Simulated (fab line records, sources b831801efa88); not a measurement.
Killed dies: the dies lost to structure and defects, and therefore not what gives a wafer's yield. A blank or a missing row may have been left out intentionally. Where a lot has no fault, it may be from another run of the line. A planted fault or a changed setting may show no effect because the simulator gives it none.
A lot that was struck, set against a sound lot || flow sky130 || 15 steps out of a route of 708
Sound: the wafers L155.2, L155.3, L155.5. Struck: wafers L159.2, L159.5, L159.6. Last of all comes the cause.
For every step that has rows: the tool of each side, followed by ch and its chambers, followed by its first start. Under that, the readings that differ: sound wafers || struck wafers || difference of the means || sigmas: that difference in standard deviations of wafers without a fault.
alike: words and numbers the same on both sides, and readings whose means are apart by under 2 such deviations; not compared: readings that were withheld, readings missing a value for some wafer, numbers with overlapping values and no deviation given by the record, and bounds like >300 which may hide the same value.
A row with sigmas, a row that says differs or no value, or rows on one side alone: a step with any of these is where the two part. Numbers that don't overlap but have no deviation are shown without sigmas and don't part them. A reading missing from all wafers of one side parts the sides only when that side holds two or more wafers.

SKY_LDD_HVP_OVL_MEAS_07:
  struck on overlay-02, day 26 04:39; sound on overlay-02, day 25 07:09
  alike: LDD_HVP_OVL
after that, 1 step had no rows for these wafers: SKY_LDD_HVP_IMPLANT_08.
SKY_LDD_HVP_STRIP_09: strips in O2/N2.
  sound on plasma asher-04 ch 0,1, day 25 07:20; struck on plasma asher-02 ch 0,1, day 26 04:50
  alike: chamber pressure mTorr, drypump motor current A, oes product au, strip time to endpoint s
  not compared: rf hours counter h
SKY_LDD_HVP_TW_MEAS_10:
  struck on film metro-04, day 26 04:56; sound on film metro-03, day 25 07:26
  alike: LDD_HVP_TW
then, 7 steps without rows for these wafers: SKY_LDD_LDN_DEHYDRATE_00 (time 60 s); SKY_LDD_LDN_HMDS_01 (prime time 60 s); SKY_LDD_LDN_COAT_02 (resist thk 1140 nm); SKY_LDD_LDN_SOFTBAKE_03 (time 60 s); SKY_LDD_LDN_EXPOSE_04 (exposes mask LDNTM, target cd 700 nm); SKY_LDD_LDN_PEB_05; SKY_LDD_LDN_DEVELOP_06 (develop time 60 s).
SKY_LDD_LDN_OVL_MEAS_07:
  struck on overlay-01, day 27 09:40; sound on overlay-02, day 26 12:29
  alike: LDD_LDN_OVL
SKY_LDD_LDN_IMPLANT_08:
  sound on implanter-01 ch 0, day 26 12:32; struck on implanter-03 ch 0, day 27 09:43
{"reading": "dose ions cm2", "sound": "1.2474e+13 1.2498e+13 1.2507e+13", "struck": "1.1282e+13 1.1278e+13 1.1276e+13", "difference": -1.2143e+12, "sigmas": "-99 or more"}
{"reading": "faraday current uA", "sound": "70.4 69.7 71.4", "struck": "65.0 64.5 63.4", "difference": -6.2, "sigmas": -4}
after that, 1 step had no rows for these wafers: SKY_LDD_LDN_IMPLANT_09.
-- here the record skips 21 days between the struck wafers' starts before and after, leaving off in module LDD_LDN and picking up in module PAD_OPEN (first step shown: number 708 of the route) --
SKY_PAD_OPEN_PROBE_99:
  rows exist in the record for the struck wafers here (prober-02, day 48 21:34), but not for the sound ones

## WHERE THEY PART
First at SKY_LDD_LDN_IMPLANT_08; last, within this record, at SKY_PAD_OPEN_PROBE_99.

WHY: the cause the simulator had injected
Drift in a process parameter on implanter-03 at SKY_LDD_LDN_IMPLANT_08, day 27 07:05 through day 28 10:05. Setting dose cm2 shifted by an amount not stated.
